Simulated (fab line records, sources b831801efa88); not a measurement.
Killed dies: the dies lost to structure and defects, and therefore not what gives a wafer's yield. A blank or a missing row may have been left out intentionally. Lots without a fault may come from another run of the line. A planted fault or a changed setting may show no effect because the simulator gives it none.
One fault seen from 2 desks | flow sky130 | each desk has only its own numbers; what lay behind them comes last

== FROM THE METROLOGY DESK ==
What the gauges read for every lot (on any tool): the sampled wafers with a number, averaged. If a lot's mean is further than 4 standard deviations from the usual mean, the lot is out of limits and carries the mark OUT (the distance appears in the brackets).
Columns: A = LDD_LDN_TW at SKY_LDD_LDN_TW_MEAS_13, usual 1477; B = cd-nm at SKY_SD_N_CD_MEAS_07, usual 380.1 nm; C = SD_N_RS at SKY_SD_N_RS_MEAS_16, usual 68.59 ohm/sq
lot  | first seen here | A    | B     | C
L683 | day 22 14:38    | 1490 | 378.8 | 68.71
L686 | day 23 19:52    | 1497 | 378.7 | 68.51
L688 | day 25 06:59    | 1500 | 380.9 | 68.57
L689 | day 25 08:01    | 1448 | 385.0 | 67.38 (-9.3) OUT
L691 | day 25 19:55    | 1448 | 379.9 | 68.70
L690 | day 25 23:22    | 1442 | 380.5 | 67.49 (-8.5) OUT
L698 | day 28 18:04    | 1491 | 378.5 | 68.72
L699 | day 29 00:04    | 1497 | 379.1 | 68.55
L702 | day 29 10:28    | 1461 | 381.3 | 68.48
L704 | day 30 03:10    | 1490 | 380.0 | 68.62
L705 | day 30 22:42    | 1485 | 379.0 | 68.76
Finding of this desk: L689, L690 out of limits, first seen on L689 at day 30 06:41 (SD_N_RS at SKY_SD_N_RS_MEAS_16). In limits: L683, L686, L688, L691, L698, L699, L702, L704, L705.

== DESK OF THE TOOL OWNER: implanter-01 ==
SKY_SD_N_IMPLANT_09, tool's own readings: per-lot mean of the sampled wafers with a number, covering each lot this tool ran. If a lot's mean is further than 4 standard deviations from the usual mean, the lot is out of limits and carries the mark OUT (the distance appears in the brackets).
Columns: A = beam-on-s at SKY_SD_N_IMPLANT_09, usual 17.0 s; B = end-station-pressure-torr at SKY_SD_N_IMPLANT_09, usual 1.4e-05 Torr; C = faraday-current-uA at SKY_SD_N_IMPLANT_09, usual 12846; D = tilt-deg at SKY_SD_N_IMPLANT_09, usual 0.005 degrees
lot  | first seen here | A               | B                 | C                | D
L686 | day 28 18:24    | 16.9            | 1.4e-05           | 12934            | 0.030
L688 | day 30 03:19    | 17.3            | 1.4e-05           | 12632            | -0.001
L689 | day 30 06:00    | 20.4 (+7.9) OUT | 5.8e-05 (+58) OUT | 11110 (-5.4) OUT | -0.019
L690 | day 30 17:24    | 20.2 (+7.4) OUT | 5.8e-05 (+59) OUT | 11208 (-5.1) OUT | -0.016
L699 | day 33 14:58    | 17.5            | 1.3e-05           | 12510            | 0.000
L702 | day 34 01:09    | 17.2            | 1.4e-05           | 12720            | -0.015
L705 | day 35 10:20    | 17.1            | 1.4e-05           | 12769            | 0.023
This desk's verdict: out of limits on L689, L690, starting with L689 at day 30 06:00 (beam-on-s at SKY_SD_N_IMPLANT_09). In limits: L686, L688, L699, L702, L705.

== ALL TOGETHER ==
The tool owner's desk had the chance to raise an alarm at day 30 06:00 on L689, L690.
The metrology desk could have raised an alarm at day 30 06:41, on L689, L690.
SKY_SD_N_IMPLANT_09 was run on implanter-01 by each of the lots named.

== WHAT THE SIMULATOR PUT IN ==
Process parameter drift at SKY_SD_N_IMPLANT_09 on implanter-01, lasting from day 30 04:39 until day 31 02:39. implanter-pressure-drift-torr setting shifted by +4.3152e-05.
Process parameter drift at SKY_SD_N_IMPLANT_09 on implanter-01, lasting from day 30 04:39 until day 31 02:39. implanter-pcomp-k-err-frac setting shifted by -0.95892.
Lots struck among those shown: L689, L690.
Delay (hours) between the fault's onset and each desk's first out-of-limits reading: 1 at the tool owner's desk, 2 at the metrology desk.
